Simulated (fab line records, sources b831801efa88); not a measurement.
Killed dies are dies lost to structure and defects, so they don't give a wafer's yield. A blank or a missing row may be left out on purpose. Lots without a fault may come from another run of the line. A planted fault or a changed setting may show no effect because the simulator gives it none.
Which tool did it? | flow gf180mcu | 6 lots, 18 wafers sampled, at 3 steps of a route of 602

WHAT THE GAUGES READ, wafer by wafer
GF_HV_LDD_THK_MEAS_55.
lot  | measured     | on            | HV_LDD_CVD_54_THK (nm)
L330 | day 12 16:38 | film_metro-02 | 10.01 9.94 9.88
L339 | day 15 23:39 | film_metro-01 | 7.74 7.77 7.72
L341 | day 16 16:43 | film_metro-02 | 9.98 10.05 10.04
L347 | day 18 18:43 | film_metro-01 | 9.95 9.94 9.76
L348 | day 19 07:53 | film_metro-02 | 10.32 10.10 10.34
L351 | day 20 03:26 | film_metro-04 | 10.11 10.04 10.08

WHICH TOOL RAN EACH LOT (tool, then ch and the chambers of the sampled wafers, then the start)
lot  | GF_POLY_GATE_ETCH_12               | GF_HV_LDD_CVD_54
L330 | rie_diel-02 ch 0,1,3, day 9 11:44  | lpcvd-01 ch 0, day 12 15:36
L339 | rie_diel-01 ch 1,3, day 12 08:20   | lpcvd-02 ch 1, day 15 22:37
L341 | rie_diel-02 ch 0,2,3, day 13 01:46 | lpcvd-01 ch 1, day 16 15:41
L347 | rie_diel-02 ch 0,1, day 14 21:43   | lpcvd-01 ch 1, day 18 17:40
L348 | rie_diel-02 ch 1,3, day 15 05:46   | lpcvd-02 ch 0, day 19 06:21
L351 | rie_diel-01 ch 0,2, day 15 23:07   | lpcvd-01 ch 1, day 20 02:25
- GF_POLY_GATE_ETCH_12: etches BARC in N2/H2.
- GF_HV_LDD_CVD_54: deposits SiO2 from TEOS, target thk 10 nm, time 75 s.

THE ANSWER, worked out from the rows above alone
Rule: what is usual is taken from the lots themselves. Put in order of their means at a reading, lots are off if they are a third of the lots or fewer, leave a main group of 4 or more, and stand apart from it by a gap of 3 or more times the standard deviation of the main group's means; of several such gaps the widest counts. A main group whose means are all the same, to the digits that the tables above print for the reading, isn't used. A lot without any number at a reading at which 4 lots or more have one is off too. The other lots that the step has rows for count as sound.
Off: L339, at GF_HV_LDD_THK_MEAS_55 (HV_LDD_CVD_54_THK). The main group: mean 10.04 nm, standard deviation 0.13.
A tool fits if, at a process step before that reading, it ran every lot that is off, and no sound lot after the first of them. The gauges at GF_HV_LDD_THK_MEAS_55 are tried like those tools. None of those tried fits.

WHAT THE SIMULATOR HAD PUT IN
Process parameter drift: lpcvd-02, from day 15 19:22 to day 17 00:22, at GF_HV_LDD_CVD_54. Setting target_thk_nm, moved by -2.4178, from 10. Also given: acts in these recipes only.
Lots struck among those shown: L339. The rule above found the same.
